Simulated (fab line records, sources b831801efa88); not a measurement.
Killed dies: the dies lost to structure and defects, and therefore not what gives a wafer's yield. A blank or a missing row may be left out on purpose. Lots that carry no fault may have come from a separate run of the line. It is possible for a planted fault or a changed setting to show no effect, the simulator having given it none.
Which tool is to blame? || flow sky130 || 24 lots, 72 wafers sampled, at 6 steps of a route of 708

## WHAT THE GAUGES SHOWED, per wafer
SKY_CONTACT_THK_MEAS_03. Usual: CONTACT_HDPCVD_THK 568 nm, standard deviation 8.5.
{"lot": "L074", "measured": "day 30 03:37", "on": "filmMetro-03", "CONTACT_HDPCVD_THK (nm)": "563 565 562", "flag": ""}
{"lot": "L075", "measured": "day 30 16:40", "on": "filmMetro-01", "CONTACT_HDPCVD_THK (nm)": "574 576 568", "flag": ""}
{"lot": "L076", "measured": "day 30 17:56", "on": "filmMetro-01", "CONTACT_HDPCVD_THK (nm)": "563 564 559", "flag": ""}
{"lot": "L077", "measured": "day 31 11:25", "on": "filmMetro-03", "CONTACT_HDPCVD_THK (nm)": "564 563 564", "flag": ""}
{"lot": "L078", "measured": "day 31 12:46", "on": "filmMetro-02", "CONTACT_HDPCVD_THK (nm)": "567 562 569", "flag": ""}
{"lot": "L079", "measured": "day 32 11:26", "on": "filmMetro-01", "CONTACT_HDPCVD_THK (nm)": "571 572 572", "flag": ""}
{"lot": "L080", "measured": "day 32 13:34", "on": "filmMetro-02", "CONTACT_HDPCVD_THK (nm)": "552 558 565", "flag": ""}
{"lot": "L082", "measured": "day 33 19:23", "on": "filmMetro-03", "CONTACT_HDPCVD_THK (nm)": "565 552 562", "flag": ""}
{"lot": "L081", "measured": "day 33 21:38", "on": "filmMetro-03", "CONTACT_HDPCVD_THK (nm)": "576 569 578", "flag": ""}
{"lot": "L084", "measured": "day 33 22:05", "on": "filmMetro-01", "CONTACT_HDPCVD_THK (nm)": "573 563 558", "flag": ""}
{"lot": "L083", "measured": "day 33 22:55", "on": "filmMetro-01", "CONTACT_HDPCVD_THK (nm)": "574 585 590", "flag": ""}
{"lot": "L085", "measured": "day 34 03:33", "on": "filmMetro-01", "CONTACT_HDPCVD_THK (nm)": "565 574 578", "flag": ""}
{"lot": "L086", "measured": "day 34 11:18", "on": "filmMetro-03", "CONTACT_HDPCVD_THK (nm)": "566 560 572", "flag": ""}
{"lot": "L087", "measured": "day 34 15:58", "on": "filmMetro-03", "CONTACT_HDPCVD_THK (nm)": "562 562 565", "flag": ""}
{"lot": "L088", "measured": "day 34 21:40", "on": "filmMetro-02", "CONTACT_HDPCVD_THK (nm)": "554 567 564", "flag": ""}
{"lot": "L089", "measured": "day 35 03:11", "on": "filmMetro-03", "CONTACT_HDPCVD_THK (nm)": "578 581 568", "flag": ""}
{"lot": "L090", "measured": "day 35 04:30", "on": "filmMetro-02", "CONTACT_HDPCVD_THK (nm)": "581 582 580", "flag": ""}
{"lot": "L091", "measured": "day 35 21:38", "on": "filmMetro-02", "CONTACT_HDPCVD_THK (nm)": "572 563 575", "flag": ""}
{"lot": "L092", "measured": "day 35 23:19", "on": "filmMetro-03", "CONTACT_HDPCVD_THK (nm)": "570 576 563", "flag": ""}
{"lot": "L093", "measured": "day 36 08:34", "on": "filmMetro-01", "CONTACT_HDPCVD_THK (nm)": "576 567 573", "flag": ""}
{"lot": "L094", "measured": "day 36 20:47", "on": "filmMetro-03", "CONTACT_HDPCVD_THK (nm)": "572 567 568", "flag": ""}
{"lot": "L095", "measured": "day 36 22:47", "on": "filmMetro-02", "CONTACT_HDPCVD_THK (nm)": "552 562 552", "flag": ""}
{"lot": "L096", "measured": "day 37 00:47", "on": "filmMetro-02", "CONTACT_HDPCVD_THK (nm)": "585 574 566", "flag": ""}
{"lot": "L097", "measured": "day 37 12:49", "on": "filmMetro-02", "CONTACT_HDPCVD_THK (nm)": "568 558 567", "flag": ""}

SKY_METAL1_OVL_MEAS_16. Usual: METAL1_OVL 0 nm, standard deviation 5.7.
{"lot": "L074", "measured": "day 32 16:01", "on": "overlay-01", "METAL1_OVL (nm)": "2 9 3", "flag": ""}
{"lot": "L075", "measured": "day 32 21:42", "on": "overlay-01", "METAL1_OVL (nm)": "7 3 -2", "flag": ""}
{"lot": "L076", "measured": "day 32 22:25", "on": "overlay-01", "METAL1_OVL (nm)": "-3 -2 -8", "flag": ""}
{"lot": "L077", "measured": "day 33 18:34", "on": "overlay-02", "METAL1_OVL (nm)": "1 3 8", "flag": ""}
{"lot": "L078", "measured": "day 33 21:00", "on": "overlay-02", "METAL1_OVL (nm)": "-2 6 17", "flag": ""}
{"lot": "L079", "measured": "day 34 18:58", "on": "overlay-02", "METAL1_OVL (nm)": "0 1 -5", "flag": ""}
{"lot": "L080", "measured": "day 34 20:31", "on": "overlay-01", "METAL1_OVL (nm)": "1 -6 -4", "flag": ""}
{"lot": "L082", "measured": "day 36 01:28", "on": "overlay-01", "METAL1_OVL (nm)": "7 -1 10", "flag": ""}
{"lot": "L081", "measured": "day 36 04:15", "on": "overlay-02", "METAL1_OVL (nm)": "-4 -4 -6", "flag": ""}
{"lot": "L084", "measured": "day 36 04:37", "on": "overlay-02", "METAL1_OVL (nm)": "3 1 9", "flag": ""}
{"lot": "L083", "measured": "day 36 05:34", "on": "overlay-01", "METAL1_OVL (nm)": "-5 -4 -2", "flag": ""}
{"lot": "L085", "measured": "day 36 10:57", "on": "overlay-02", "METAL1_OVL (nm)": "-10 1 1", "flag": ""}
{"lot": "L086", "measured": "day 36 18:04", "on": "overlay-01", "METAL1_OVL (nm)": "3 10 10", "flag": ""}
{"lot": "L087", "measured": "day 36 22:13", "on": "overlay-02", "METAL1_OVL (nm)": "-2 -1 8", "flag": ""}
{"lot": "L088", "measured": "day 37 03:57", "on": "overlay-02", "METAL1_OVL (nm)": "-17 -3 -8", "flag": ""}
{"lot": "L089", "measured": "day 37 09:46", "on": "overlay-02", "METAL1_OVL (nm)": "-3 0 2", "flag": ""}
{"lot": "L090", "measured": "day 37 10:16", "on": "overlay-02", "METAL1_OVL (nm)": "-9 -3 -11", "flag": ""}
{"lot": "L091", "measured": "day 38 04:33", "on": "overlay-01", "METAL1_OVL (nm)": "2 1 4", "flag": ""}
{"lot": "L092", "measured": "day 38 05:12", "on": "overlay-01", "METAL1_OVL (nm)": "2 4 3", "flag": ""}
{"lot": "L093", "measured": "day 38 14:25", "on": "overlay-01", "METAL1_OVL (nm)": "-5 -1 -2", "flag": ""}
{"lot": "L094", "measured": "day 39 01:19", "on": "overlay-01", "METAL1_OVL (nm)": "7 1 3", "flag": ""}
{"lot": "L095", "measured": "day 39 03:10", "on": "overlay-01", "METAL1_OVL (nm)": "3 -1 14", "flag": ""}
{"lot": "L096", "measured": "day 39 05:47", "on": "overlay-01", "METAL1_OVL (nm)": "2 3 1", "flag": ""}
{"lot": "L097", "measured": "day 39 18:19", "on": "overlay-01", "METAL1_OVL (nm)": "-5 -14 -9", "flag": ""}

SKY_VIA1_BOW_MEAS_03. Usual: VIA1_BOW 82 um, standard deviation 6.8.
{"lot": "L074", "measured": "day 32 17:22", "on": "filmMetro-04", "VIA1_BOW (um)": "86 82 84", "flag": ""}
{"lot": "L075", "measured": "day 32 22:59", "on": "filmMetro-04", "VIA1_BOW (um)": "82 88 65", "flag": ""}
{"lot": "L076", "measured": "day 32 23:43", "on": "filmMetro-02", "VIA1_BOW (um)": "76 97 78", "flag": ""}
{"lot": "L077", "measured": "day 33 19:55", "on": "filmMetro-04", "VIA1_BOW (um)": "69 90 80", "flag": ""}
{"lot": "L078", "measured": "day 33 22:18", "on": "filmMetro-04", "VIA1_BOW (um)": "83 81 83", "flag": ""}
{"lot": "L079", "measured": "day 34 20:17", "on": "filmMetro-01", "VIA1_BOW (um)": "80 106 87", "flag": ""}
{"lot": "L080", "measured": "day 34 21:50", "on": "filmMetro-01", "VIA1_BOW (um)": "78 81 77", "flag": ""}
{"lot": "L082", "measured": "day 36 02:58", "on": "filmMetro-04", "VIA1_BOW (um)": "84 75 80", "flag": ""}
{"lot": "L081", "measured": "day 36 05:37", "on": "filmMetro-02", "VIA1_BOW (um)": "76 89 84", "flag": ""}
{"lot": "L084", "measured": "day 36 06:07", "on": "filmMetro-01", "VIA1_BOW (um)": "77 91 80", "flag": ""}
{"lot": "L083", "measured": "day 36 06:52", "on": "filmMetro-02", "VIA1_BOW (um)": "84 88 84", "flag": ""}
{"lot": "L085", "measured": "day 36 12:14", "on": "filmMetro-01", "VIA1_BOW (um)": "79 90 85", "flag": ""}
{"lot": "L086", "measured": "day 36 19:34", "on": "filmMetro-02", "VIA1_BOW (um)": "81 88 75", "flag": ""}
{"lot": "L087", "measured": "day 36 23:29", "on": "filmMetro-02", "VIA1_BOW (um)": "82 84 87", "flag": ""}
{"lot": "L088", "measured": "day 37 05:25", "on": "filmMetro-02", "VIA1_BOW (um)": "83 79 70", "flag": ""}
{"lot": "L089", "measured": "day 37 11:14", "on": "filmMetro-02", "VIA1_BOW (um)": "95 77 94", "flag": ""}
{"lot": "L090", "measured": "day 37 12:07", "on": "filmMetro-02", "VIA1_BOW (um)": "101 77 98", "flag": ""}
{"lot": "L091", "measured": "day 38 05:51", "on": "filmMetro-04", "VIA1_BOW (um)": "73 78 79", "flag": ""}
{"lot": "L092", "measured": "day 38 06:30", "on": "filmMetro-01", "VIA1_BOW (um)": "83 82 71", "flag": ""}
{"lot": "L093", "measured": "day 38 15:43", "on": "filmMetro-01", "VIA1_BOW (um)": "84 96 82", "flag": ""}
{"lot": "L094", "measured": "day 39 02:59", "on": "filmMetro-04", "VIA1_BOW (um)": "83 75 80", "flag": ""}
{"lot": "L095", "measured": "day 39 04:40", "on": "filmMetro-01", "VIA1_BOW (um)": "87 87 88", "flag": ""}
{"lot": "L096", "measured": "day 39 07:07", "on": "filmMetro-04", "VIA1_BOW (um)": "84 72 75", "flag": ""}
{"lot": "L097", "measured": "day 39 19:37", "on": "filmMetro-02", "VIA1_BOW (um)": "82 74 77", "flag": ""}

## WHICH TOOL RAN EACH LOT (tool, then ch and the chambers of the sampled wafers, then the start)
{"lot": "L074", "SKY_LOCAL_INTERCONNECT_STRIP_15": "plasmaAsher-01 ch 0, day 30 02:51", "SKY_CONTACT_SPUTTER_23": "pvdSputter-03, day 31 11:18", "SKY_CONTACT_CMP_27": "cmp-01 ch 1,2,3, day 31 11:55"}
{"lot": "L075", "SKY_LOCAL_INTERCONNECT_STRIP_15": "plasmaAsher-01 ch 0,1, day 30 15:55", "SKY_CONTACT_SPUTTER_23": "pvdSputter-03, day 31 18:24", "SKY_CONTACT_CMP_27": "cmp-01 ch 0,1,2, day 31 18:45"}
{"lot": "L076", "SKY_LOCAL_INTERCONNECT_STRIP_15": "plasmaAsher-01 ch 0,1, day 30 17:06", "SKY_CONTACT_SPUTTER_23": "pvdSputter-01, day 31 18:59", "SKY_CONTACT_CMP_27": "cmp-02 ch 0,1, day 31 19:20"}
{"lot": "L077", "SKY_LOCAL_INTERCONNECT_STRIP_15": "plasmaAsher-01 ch 0,1, day 31 10:24", "SKY_CONTACT_SPUTTER_23": "pvdSputter-01, day 32 15:31", "SKY_CONTACT_CMP_27": "cmp-02 ch 0,1, day 32 15:52"}
{"lot": "L078", "SKY_LOCAL_INTERCONNECT_STRIP_15": "plasmaAsher-02 ch 0,1, day 31 12:00", "SKY_CONTACT_SPUTTER_23": "pvdSputter-01, day 32 17:16", "SKY_CONTACT_CMP_27": "cmp-01 ch 2,3, day 32 17:40"}
{"lot": "L079", "SKY_LOCAL_INTERCONNECT_STRIP_15": "plasmaAsher-03 ch 0,1, day 32 10:38", "SKY_CONTACT_SPUTTER_23": "pvdSputter-01, day 33 15:28", "SKY_CONTACT_CMP_27": "cmp-01 ch 0,1,2, day 33 16:01"}
{"lot": "L080", "SKY_LOCAL_INTERCONNECT_STRIP_15": "plasmaAsher-01 ch 0,1, day 32 12:49", "SKY_CONTACT_SPUTTER_23": "pvdSputter-04, day 33 17:26", "SKY_CONTACT_CMP_27": "cmp-01 ch 0,1,2, day 33 17:50"}
{"lot": "L082", "SKY_LOCAL_INTERCONNECT_STRIP_15": "plasmaAsher-01 ch 0,1, day 33 18:34", "SKY_CONTACT_SPUTTER_23": "pvdSputter-01, day 34 22:44", "SKY_CONTACT_CMP_27": "cmp-02 ch 0,2,3, day 34 23:11"}
{"lot": "L081", "SKY_LOCAL_INTERCONNECT_STRIP_15": "plasmaAsher-01 ch 0,1, day 33 20:48", "SKY_CONTACT_SPUTTER_23": "pvdSputter-04, day 35 00:58", "SKY_CONTACT_CMP_27": "cmp-01 ch 0,1,3, day 35 01:19"}
{"lot": "L084", "SKY_LOCAL_INTERCONNECT_STRIP_15": "plasmaAsher-02 ch 0,1, day 33 21:20", "SKY_CONTACT_SPUTTER_23": "pvdSputter-04, day 35 01:28", "SKY_CONTACT_CMP_27": "cmp-01 ch 0,3, day 35 01:49"}
{"lot": "L083", "SKY_LOCAL_INTERCONNECT_STRIP_15": "plasmaAsher-02 ch 0,1, day 33 22:09", "SKY_CONTACT_SPUTTER_23": "pvdSputter-01, day 35 02:30", "SKY_CONTACT_CMP_27": "cmp-01 ch 1,2,3, day 35 02:57"}
{"lot": "L085", "SKY_LOCAL_INTERCONNECT_STRIP_15": "plasmaAsher-01 ch 0,1, day 34 02:45", "SKY_CONTACT_SPUTTER_23": "pvdSputter-01, day 35 07:46", "SKY_CONTACT_CMP_27": "cmp-02 ch 1,2, day 35 08:07"}
{"lot": "L086", "SKY_LOCAL_INTERCONNECT_STRIP_15": "plasmaAsher-02 ch 0,1, day 34 10:31", "SKY_CONTACT_SPUTTER_23": "pvdSputter-01, day 35 15:13", "SKY_CONTACT_CMP_27": "cmp-01 ch 0,1,2, day 35 15:37"}
{"lot": "L087", "SKY_LOCAL_INTERCONNECT_STRIP_15": "plasmaAsher-03 ch 0,1, day 34 15:12", "SKY_CONTACT_SPUTTER_23": "pvdSputter-03, day 35 18:54", "SKY_CONTACT_CMP_27": "cmp-02 ch 0,1,2, day 35 19:21"}
{"lot": "L088", "SKY_LOCAL_INTERCONNECT_STRIP_15": "plasmaAsher-03 ch 0,1, day 34 20:54", "SKY_CONTACT_SPUTTER_23": "pvdSputter-04, day 36 00:45", "SKY_CONTACT_CMP_27": "cmp-01 ch 0,3, day 36 01:10"}
{"lot": "L089", "SKY_LOCAL_INTERCONNECT_STRIP_15": "plasmaAsher-02 ch 0,1, day 35 02:26", "SKY_CONTACT_SPUTTER_23": "pvdSputter-03, day 36 06:52", "SKY_CONTACT_CMP_27": "cmp-02 ch 0,2, day 36 07:13"}
{"lot": "L090", "SKY_LOCAL_INTERCONNECT_STRIP_15": "plasmaAsher-02 ch 0,1, day 35 03:42", "SKY_CONTACT_SPUTTER_23": "pvdSputter-04, day 36 07:34", "SKY_CONTACT_CMP_27": "cmp-01 ch 0,1,2, day 36 08:01"}
{"lot": "L091", "SKY_LOCAL_INTERCONNECT_STRIP_15": "plasmaAsher-02 ch 0,1, day 35 20:52", "SKY_CONTACT_SPUTTER_23": "pvdSputter-01, day 37 00:49", "SKY_CONTACT_CMP_27": "cmp-01 ch 0,1,3, day 37 01:13"}
{"lot": "L092", "SKY_LOCAL_INTERCONNECT_STRIP_15": "plasmaAsher-02 ch 0,1, day 35 22:33", "SKY_CONTACT_SPUTTER_23": "pvdSputter-03, day 37 02:04", "SKY_CONTACT_CMP_27": "cmp-02 ch 0,2, day 37 02:25"}
{"lot": "L093", "SKY_LOCAL_INTERCONNECT_STRIP_15": "plasmaAsher-02 ch 1, day 36 07:49", "SKY_CONTACT_SPUTTER_23": "pvdSputter-04, day 37 11:31", "SKY_CONTACT_CMP_27": "cmp-02 ch 0,3, day 37 12:06"}
{"lot": "L094", "SKY_LOCAL_INTERCONNECT_STRIP_15": "plasmaAsher-03 ch 0,1, day 36 20:00", "SKY_CONTACT_SPUTTER_23": "pvdSputter-03, day 37 23:04", "SKY_CONTACT_CMP_27": "cmp-01 ch 0,2,3, day 37 23:28"}
{"lot": "L095", "SKY_LOCAL_INTERCONNECT_STRIP_15": "plasmaAsher-02 ch 0,1, day 36 22:01", "SKY_CONTACT_SPUTTER_23": "pvdSputter-04, day 38 01:11", "SKY_CONTACT_CMP_27": "cmp-01 ch 0,1,2, day 38 01:38"}
{"lot": "L096", "SKY_LOCAL_INTERCONNECT_STRIP_15": "plasmaAsher-01 ch 0,1, day 37 00:01", "SKY_CONTACT_SPUTTER_23": "pvdSputter-04, day 38 04:05", "SKY_CONTACT_CMP_27": "cmp-01 ch 1,2, day 38 04:26"}
{"lot": "L097", "SKY_LOCAL_INTERCONNECT_STRIP_15": "plasmaAsher-01 ch 0,1, day 37 12:03", "SKY_CONTACT_SPUTTER_23": "pvdSputter-03, day 38 16:07", "SKY_CONTACT_CMP_27": "cmp-01 ch 1,2,3, day 38 16:38"}
- SKY_LOCAL_INTERCONNECT_STRIP_15: strips in O2/N2.
- SKY_CONTACT_SPUTTER_23: material TiN, target thk 20 nm, time 80 s.
- SKY_CONTACT_CMP_27: polishes, stops on SiO2, t overpolish 15 s, target thk 0 nm.

## WHAT THE TOOLS THEMSELVES READ (means of the sampled wafers that have a number; where no wafer has one, the mark that the record gives instead)
SKY_LOCAL_INTERCONNECT_STRIP_15. Usual: drypumpMotorCurrentA 5.6 A, standard deviation 0.42; oesProductAu 0.427 a.u., standard deviation 0.0047; stripTimeToEndpointS 4.72 s, standard deviation 0.03.
{"lot": "L074", "tool": "plasmaAsher-01", "drypumpMotorCurrentA (A)": 5.2, "oesProductAu (a.u.)": 0.427, "stripTimeToEndpointS (s)": 4.69, "flag": ""}
{"lot": "L075", "tool": "plasmaAsher-01", "drypumpMotorCurrentA (A)": 5.9, "oesProductAu (a.u.)": 0.425, "stripTimeToEndpointS (s)": 4.72, "flag": ""}
{"lot": "L076", "tool": "plasmaAsher-01", "drypumpMotorCurrentA (A)": 5.5, "oesProductAu (a.u.)": 0.428, "stripTimeToEndpointS (s)": 4.71, "flag": ""}
{"lot": "L077", "tool": "plasmaAsher-01", "drypumpMotorCurrentA (A)": 5.5, "oesProductAu (a.u.)": 0.428, "stripTimeToEndpointS (s)": 4.73, "flag": ""}
{"lot": "L078", "tool": "plasmaAsher-02", "drypumpMotorCurrentA (A)": 5.6, "oesProductAu (a.u.)": 0.426, "stripTimeToEndpointS (s)": 4.71, "flag": ""}
{"lot": "L079", "tool": "plasmaAsher-03", "drypumpMotorCurrentA (A)": 5.7, "oesProductAu (a.u.)": 0.425, "stripTimeToEndpointS (s)": 4.72, "flag": ""}
{"lot": "L080", "tool": "plasmaAsher-01", "drypumpMotorCurrentA (A)": 5.5, "oesProductAu (a.u.)": 0.427, "stripTimeToEndpointS (s)": 4.71, "flag": ""}
{"lot": "L082", "tool": "plasmaAsher-01", "drypumpMotorCurrentA (A)": 5.9, "oesProductAu (a.u.)": 0.427, "stripTimeToEndpointS (s)": 4.69, "flag": ""}
{"lot": "L081", "tool": "plasmaAsher-01", "drypumpMotorCurrentA (A)": 5.9, "oesProductAu (a.u.)": 0.427, "stripTimeToEndpointS (s)": 4.74, "flag": ""}
{"lot": "L084", "tool": "plasmaAsher-02", "drypumpMotorCurrentA (A)": 5.4, "oesProductAu (a.u.)": 0.430, "stripTimeToEndpointS (s)": 4.75, "flag": ""}
{"lot": "L083", "tool": "plasmaAsher-02", "drypumpMotorCurrentA (A)": 5.4, "oesProductAu (a.u.)": 0.427, "stripTimeToEndpointS (s)": 4.75, "flag": ""}
{"lot": "L085", "tool": "plasmaAsher-01", "drypumpMotorCurrentA (A)": 5.9, "oesProductAu (a.u.)": 0.428, "stripTimeToEndpointS (s)": 4.72, "flag": ""}
{"lot": "L086", "tool": "plasmaAsher-02", "drypumpMotorCurrentA (A)": 5.4, "oesProductAu (a.u.)": 0.424, "stripTimeToEndpointS (s)": 4.72, "flag": ""}
{"lot": "L087", "tool": "plasmaAsher-03", "drypumpMotorCurrentA (A)": 5.7, "oesProductAu (a.u.)": 0.428, "stripTimeToEndpointS (s)": 4.74, "flag": ""}
{"lot": "L088", "tool": "plasmaAsher-03", "drypumpMotorCurrentA (A)": 5.6, "oesProductAu (a.u.)": 0.432, "stripTimeToEndpointS (s)": 4.72, "flag": ""}
{"lot": "L089", "tool": "plasmaAsher-02", "drypumpMotorCurrentA (A)": 5.6, "oesProductAu (a.u.)": 0.433, "stripTimeToEndpointS (s)": 4.73, "flag": ""}
{"lot": "L090", "tool": "plasmaAsher-02", "drypumpMotorCurrentA (A)": 5.4, "oesProductAu (a.u.)": 0.425, "stripTimeToEndpointS (s)": 4.74, "flag": ""}
{"lot": "L091", "tool": "plasmaAsher-02", "drypumpMotorCurrentA (A)": 5.6, "oesProductAu (a.u.)": 0.428, "stripTimeToEndpointS (s)": 4.72, "flag": ""}
{"lot": "L092", "tool": "plasmaAsher-02", "drypumpMotorCurrentA (A)": 5.4, "oesProductAu (a.u.)": 0.422, "stripTimeToEndpointS (s)": 4.66, "flag": ""}
{"lot": "L093", "tool": "plasmaAsher-02", "drypumpMotorCurrentA (A)": 5.9, "oesProductAu (a.u.)": 0.430, "stripTimeToEndpointS (s)": 4.73, "flag": ""}
{"lot": "L094", "tool": "plasmaAsher-03", "drypumpMotorCurrentA (A)": 5.7, "oesProductAu (a.u.)": 0.427, "stripTimeToEndpointS (s)": 4.71, "flag": ""}
{"lot": "L095", "tool": "plasmaAsher-02", "drypumpMotorCurrentA (A)": 5.4, "oesProductAu (a.u.)": 0.429, "stripTimeToEndpointS (s)": 4.75, "flag": ""}
{"lot": "L096", "tool": "plasmaAsher-01", "drypumpMotorCurrentA (A)": 5.6, "oesProductAu (a.u.)": 0.425, "stripTimeToEndpointS (s)": 4.66, "flag": ""}
{"lot": "L097", "tool": "plasmaAsher-01", "drypumpMotorCurrentA (A)": 5.9, "oesProductAu (a.u.)": 0.423, "stripTimeToEndpointS (s)": 4.74, "flag": ""}

SKY_CONTACT_SPUTTER_23. Usual: 30.1 % for throttleValvePct, sd 1.4.
{"lot": "L074", "tool": "pvdSputter-03", "throttleValvePct (%)": 29.7, "flag": ""}
{"lot": "L075", "tool": "pvdSputter-03", "throttleValvePct (%)": 30.3, "flag": ""}
{"lot": "L076", "tool": "pvdSputter-01", "throttleValvePct (%)": 29.0, "flag": ""}
{"lot": "L077", "tool": "pvdSputter-01", "throttleValvePct (%)": 30.4, "flag": ""}
{"lot": "L078", "tool": "pvdSputter-01", "throttleValvePct (%)": 29.0, "flag": ""}
{"lot": "L079", "tool": "pvdSputter-01", "throttleValvePct (%)": 28.1, "flag": ""}
{"lot": "L080", "tool": "pvdSputter-04", "throttleValvePct (%)": 30.8, "flag": ""}
{"lot": "L082", "tool": "pvdSputter-01", "throttleValvePct (%)": 30.2, "flag": ""}
{"lot": "L081", "tool": "pvdSputter-04", "throttleValvePct (%)": 30.7, "flag": ""}
{"lot": "L084", "tool": "pvdSputter-04", "throttleValvePct (%)": 30.5, "flag": ""}
{"lot": "L083", "tool": "pvdSputter-01", "throttleValvePct (%)": 29.5, "flag": ""}
{"lot": "L085", "tool": "pvdSputter-01", "throttleValvePct (%)": 28.5, "flag": ""}
{"lot": "L086", "tool": "pvdSputter-01", "throttleValvePct (%)": 28.4, "flag": ""}
{"lot": "L087", "tool": "pvdSputter-03", "throttleValvePct (%)": 30.0, "flag": ""}
{"lot": "L088", "tool": "pvdSputter-04", "throttleValvePct (%)": 30.6, "flag": ""}
{"lot": "L089", "tool": "pvdSputter-03", "throttleValvePct (%)": 28.9, "flag": ""}
{"lot": "L090", "tool": "pvdSputter-04", "throttleValvePct (%)": 30.4, "flag": ""}
{"lot": "L091", "tool": "pvdSputter-01", "throttleValvePct (%)": 29.5, "flag": ""}
{"lot": "L092", "tool": "pvdSputter-03", "throttleValvePct (%)": 30.0, "flag": ""}
{"lot": "L093", "tool": "pvdSputter-04", "throttleValvePct (%)": 31.2, "flag": ""}
{"lot": "L094", "tool": "pvdSputter-03", "throttleValvePct (%)": 31.2, "flag": ""}
{"lot": "L095", "tool": "pvdSputter-04", "throttleValvePct (%)": 30.2, "flag": ""}
{"lot": "L096", "tool": "pvdSputter-04", "throttleValvePct (%)": 30.3, "flag": ""}
{"lot": "L097", "tool": "pvdSputter-03", "throttleValvePct (%)": 31.0, "flag": ""}

SKY_CONTACT_CMP_27. Usual: motorCurrentA 10.9 A, standard deviation 0.99; overpolishRunS 15.000 s, standard deviation 0.0086; platenRpm 60.00 rpm, standard deviation 0.041; timeToEndpointS 84 s, standard deviation 3.8.
{"lot": "L074", "tool": "cmp-01", "motorCurrentA (A)": 11.2, "overpolishRunS (s)": 14.997, "platenRpm (rpm)": 59.97, "timeToEndpointS (s)": 81, "flag": ""}
{"lot": "L075", "tool": "cmp-01", "motorCurrentA (A)": 11.1, "overpolishRunS (s)": 15.004, "platenRpm (rpm)": 59.99, "timeToEndpointS (s)": 85, "flag": ""}
{"lot": "L076", "tool": "cmp-02", "motorCurrentA (A)": 9.8, "overpolishRunS (s)": 15.000, "platenRpm (rpm)": 60.02, "timeToEndpointS (s)": 87, "flag": ""}
{"lot": "L077", "tool": "cmp-02", "motorCurrentA (A)": 9.7, "overpolishRunS (s)": 14.996, "platenRpm (rpm)": 60.02, "timeToEndpointS (s)": 91, "flag": ""}
{"lot": "L078", "tool": "cmp-01", "motorCurrentA (A)": 12.0, "overpolishRunS (s)": 15.006, "platenRpm (rpm)": 59.97, "timeToEndpointS (s)": 82, "flag": ""}
{"lot": "L079", "tool": "cmp-01", "motorCurrentA (A)": 11.3, "overpolishRunS (s)": 15.004, "platenRpm (rpm)": 59.98, "timeToEndpointS (s)": 82, "flag": ""}
{"lot": "L080", "tool": "cmp-01", "motorCurrentA (A)": 11.0, "overpolishRunS (s)": 15.000, "platenRpm (rpm)": 59.99, "timeToEndpointS (s)": 84, "flag": ""}
{"lot": "L082", "tool": "cmp-02", "motorCurrentA (A)": 10.7, "overpolishRunS (s)": 15.007, "platenRpm (rpm)": 60.01, "timeToEndpointS (s)": 83, "flag": ""}
{"lot": "L081", "tool": "cmp-01", "motorCurrentA (A)": 10.7, "overpolishRunS (s)": 15.003, "platenRpm (rpm)": 60.04, "timeToEndpointS (s)": 81, "flag": ""}
{"lot": "L084", "tool": "cmp-01", "motorCurrentA (A)": 11.3, "overpolishRunS (s)": 15.000, "platenRpm (rpm)": 59.98, "timeToEndpointS (s)": 84, "flag": ""}
{"lot": "L083", "tool": "cmp-01", "motorCurrentA (A)": 10.6, "overpolishRunS (s)": 14.994, "platenRpm (rpm)": 59.99, "timeToEndpointS (s)": 82, "flag": ""}
{"lot": "L085", "tool": "cmp-02", "motorCurrentA (A)": 10.9, "overpolishRunS (s)": 15.002, "platenRpm (rpm)": 60.04, "timeToEndpointS (s)": 86, "flag": ""}
{"lot": "L086", "tool": "cmp-01", "motorCurrentA (A)": 11.1, "overpolishRunS (s)": 14.997, "platenRpm (rpm)": 59.97, "timeToEndpointS (s)": 84, "flag": ""}
{"lot": "L087", "tool": "cmp-02", "motorCurrentA (A)": 10.9, "overpolishRunS (s)": 15.004, "platenRpm (rpm)": 60.00, "timeToEndpointS (s)": 86, "flag": ""}
{"lot": "L088", "tool": "cmp-01", "motorCurrentA (A)": 11.4, "overpolishRunS (s)": 15.001, "platenRpm (rpm)": 60.02, "timeToEndpointS (s)": 87, "flag": ""}
{"lot": "L089", "tool": "cmp-02", "motorCurrentA (A)": 11.3, "overpolishRunS (s)": 14.999, "platenRpm (rpm)": 60.00, "timeToEndpointS (s)": 78, "flag": ""}
{"lot": "L090", "tool": "cmp-01", "motorCurrentA (A)": 10.9, "overpolishRunS (s)": 15.003, "platenRpm (rpm)": 60.01, "timeToEndpointS (s)": 84, "flag": ""}
{"lot": "L091", "tool": "cmp-01", "motorCurrentA (A)": 11.1, "overpolishRunS (s)": 15.000, "platenRpm (rpm)": 60.00, "timeToEndpointS (s)": 86, "flag": ""}
{"lot": "L092", "tool": "cmp-02", "motorCurrentA (A)": 11.7, "overpolishRunS (s)": 15.010, "platenRpm (rpm)": 59.99, "timeToEndpointS (s)": 80, "flag": ""}
{"lot": "L093", "tool": "cmp-02", "motorCurrentA (A)": 10.5, "overpolishRunS (s)": 15.001, "platenRpm (rpm)": 60.04, "timeToEndpointS (s)": 79, "flag": ""}
{"lot": "L094", "tool": "cmp-01", "motorCurrentA (A)": 11.6, "overpolishRunS (s)": 14.999, "platenRpm (rpm)": 60.03, "timeToEndpointS (s)": 87, "flag": ""}
{"lot": "L095", "tool": "cmp-01", "motorCurrentA (A)": 10.9, "overpolishRunS (s)": 14.999, "platenRpm (rpm)": 60.04, "timeToEndpointS (s)": 86, "flag": ""}
{"lot": "L096", "tool": "cmp-01", "motorCurrentA (A)": 11.4, "overpolishRunS (s)": 15.006, "platenRpm (rpm)": 60.01, "timeToEndpointS (s)": 84, "flag": ""}
{"lot": "L097", "tool": "cmp-01", "motorCurrentA (A)": 11.1, "overpolishRunS (s)": 14.999, "platenRpm (rpm)": 59.97, "timeToEndpointS (s)": 86, "flag": ""}

## THE ANSWER, worked out from the rows above alone
Rule: lot off if the mean of its wafers having a number is beyond 3 standard deviations from the usual mean. A lot without any number at a reading at which 4 lots or more have one is off too. All remaining lots with rows at the step are treated as sound. The gauges are gone through in route order, then the tools' own readings, and for those a lot's mean is taken as printed above. At the first step where some lot is off, the reading lying furthest off is the one used; lots without a number count as furthest.
Nothing can be told from this: no lot is off at any reading shown.

## WHAT THE SIMULATOR HAD PUT IN
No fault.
